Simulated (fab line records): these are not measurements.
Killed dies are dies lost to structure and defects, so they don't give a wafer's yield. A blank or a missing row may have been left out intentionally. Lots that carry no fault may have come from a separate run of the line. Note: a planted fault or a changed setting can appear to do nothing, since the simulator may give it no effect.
Which tool did it? + flow sky130 + 12 lots with 36 wafers sampled at 3 steps, on a route of 708 steps

== WHAT THE GAUGES SHOWED, per wafer ==
SKY_CAP2M_OVL_MEAS_12. Usual: CAP2M_OVL typically reads 0.2 nm, with standard deviation 1.3.
| lot  | measured     | on         | CAP2M_OVL (nm) | flag |
|------|--------------|------------|----------------|------|
| L678 | day 41 07:12 | overlay-01 | -1.3 0.8 -1.8  |      |
| L677 | day 41 10:56 | overlay-02 | 0.9 1.8 0.0    |      |
| L679 | day 41 20:10 | overlay-01 | 0.2 -0.1 -0.1  |      |
| L680 | day 42 01:07 | overlay-02 | 0.6 1.4 1.3    |      |
| L681 | day 42 07:08 | overlay-01 | -1.0 0.5 1.1   |      |
| L682 | day 42 09:20 | overlay-01 | -2.6 -0.8 -0.3 |      |
| L688 | day 44 02:08 | overlay-01 | 0.5 0.7 -0.7   |      |
| L690 | day 44 12:42 | overlay-02 | -0.3 -1.0 0.0  |      |
| L694 | day 45 17:43 | overlay-01 | 0.1 1.2 0.4    |      |
| L696 | day 45 22:07 | overlay-02 | -0.7 -0.4 1.0  |      |
| L697 | day 46 05:05 | overlay-02 | 1.4 -0.9 -0.9  |      |
| L698 | day 46 18:10 | overlay-02 | -1.7 0.1 -0.2  |      |

== WHAT TOOL EACH LOT RAN ON (gives the tool, then ch and the chambers of the sampled wafers, and finally the start) ==
| lot  | SKY_VIA2_ETCH_15                   | SKY_VIA3_STRIP_16                    |
|------|------------------------------------|--------------------------------------|
| L678 | rie diel-03 ch 0,2,3, day 36 21:44 | plasma asher-03 ch 0,1, day 40 05:40 |
| L677 | rie diel-04 ch 0,1,3, day 37 02:16 | plasma asher-01 ch 0,1, day 40 09:20 |
| L679 | rie diel-03 ch 0,1,3, day 37 11:55 | plasma asher-01 ch 0,1, day 40 19:02 |
| L680 | rie diel-01 ch 0,1,3, day 37 16:25 | plasma asher-02 ch 0,1, day 40 23:17 |
| L681 | rie diel-04 ch 0,2,3, day 37 23:43 | plasma asher-03 ch 0,1, day 41 06:02 |
| L682 | rie diel-04 ch 2,3, day 38 01:37   | plasma asher-01 ch 0,1, day 41 07:44 |
| L688 | rie diel-04 ch 2,3, day 39 21:55   | plasma asher-03 ch 0,1, day 43 01:38 |
| L690 | rie diel-04 ch 0,1,2, day 40 09:55 | plasma asher-02 ch 0,1, day 43 13:07 |
| L694 | rie diel-03 ch 0,2,3, day 41 17:56 | plasma asher-03 ch 0,1, day 44 19:02 |
| L696 | rie diel-04 ch 0,1, day 41 22:07   | plasma asher-03 ch 0,1, day 44 22:59 |
| L697 | rie diel-03 ch 0,1,3, day 42 05:28 | plasma asher-01 ch 0,1, day 45 05:38 |
| L698 | rie diel-03 ch 0,1,2, day 42 20:02 | plasma asher-01 ch 0,1, day 45 19:29 |
- SKY_VIA2_ETCH_15: etches SiO2 in C4F8/O2/Ar, stops on TiN, target depth 546 nm, time 84 s.
- SKY_VIA3_STRIP_16: strips in O2/N2.

== AS READ BY THE TOOLS THEMSELVES (means over the sampled wafers that have a number; for cases with no such wafer, the mark the record gives instead) ==
SKY_VIA2_ETCH_15. Usual: 0.940 a.u. for oes product au, sd 0.0043.
| lot  | tool        | oes product au (a.u.) | flag |
|------|-------------|-----------------------|------|
| L678 | rie diel-03 | 0.942                 |      |
| L677 | rie diel-04 | 0.940                 |      |
| L679 | rie diel-03 | 0.938                 |      |
| L680 | rie diel-01 | 0.938                 |      |
| L681 | rie diel-04 | 0.938                 |      |
| L682 | rie diel-04 | 0.938                 |      |
| L688 | rie diel-04 | 0.938                 |      |
| L690 | rie diel-04 | 0.942                 |      |
| L694 | rie diel-03 | 0.941                 |      |
| L696 | rie diel-04 | 0.936                 |      |
| L697 | rie diel-03 | 0.941                 |      |
| L698 | rie diel-03 | 0.938                 |      |

SKY_VIA3_STRIP_16. Usual: drypump motor current A 5.65 A, standard deviation 0.17; oes product au 0.402 a.u., standard deviation 0.0042; strip time to endpoint s 4.130 s, standard deviation 0.02.
| lot  | tool            | drypump motor current A (A) | oes product au (a.u.) | strip time to endpoint s (s) | flag |
|------|-----------------|-----------------------------|-----------------------|------------------------------|------|
| L678 | plasma asher-03 | 5.68                        | 0.403                 | 4.105                        |      |
| L677 | plasma asher-01 | 5.57                        | 0.400                 | 4.109                        |      |
| L679 | plasma asher-01 | 5.58                        | 0.401                 | 4.127                        |      |
| L680 | plasma asher-02 | 5.70                        | 0.406                 | 4.126                        |      |
| L681 | plasma asher-03 | 5.72                        | 0.401                 | 4.113                        |      |
| L682 | plasma asher-01 | 5.68                        | 0.406                 | 4.144                        |      |
| L688 | plasma asher-03 | 5.68                        | 0.403                 | 4.145                        |      |
| L690 | plasma asher-02 | 5.78                        | 0.402                 | 4.142                        |      |
| L694 | plasma asher-03 | 5.56                        | 0.400                 | 4.107                        |      |
| L696 | plasma asher-03 | 5.70                        | 0.403                 | 4.125                        |      |
| L697 | plasma asher-01 | 5.66                        | 0.402                 | 4.152                        |      |
| L698 | plasma asher-01 | 5.65                        | 0.404                 | 4.116                        |      |

== THE ANSWER, worked out from the rows above alone ==
Rule: a lot counts as off when the mean over its wafers that have a number is more than 3 standard deviations away from the usual mean. A lot without any number at a reading at which 4 lots or more have one is off too. Any other lot the step has rows for is counted as sound. First the gauges in route order, then the tools' own readings, where a lot's mean is used as printed above. The first step at which some lot is off is used, and at that step the reading that is off furthest; a lot without a number counts as furthest.
No lot is off on any of the readings shown, so nothing can be concluded from this.

== WHAT THE SIMULATOR HAD PUT IN ==
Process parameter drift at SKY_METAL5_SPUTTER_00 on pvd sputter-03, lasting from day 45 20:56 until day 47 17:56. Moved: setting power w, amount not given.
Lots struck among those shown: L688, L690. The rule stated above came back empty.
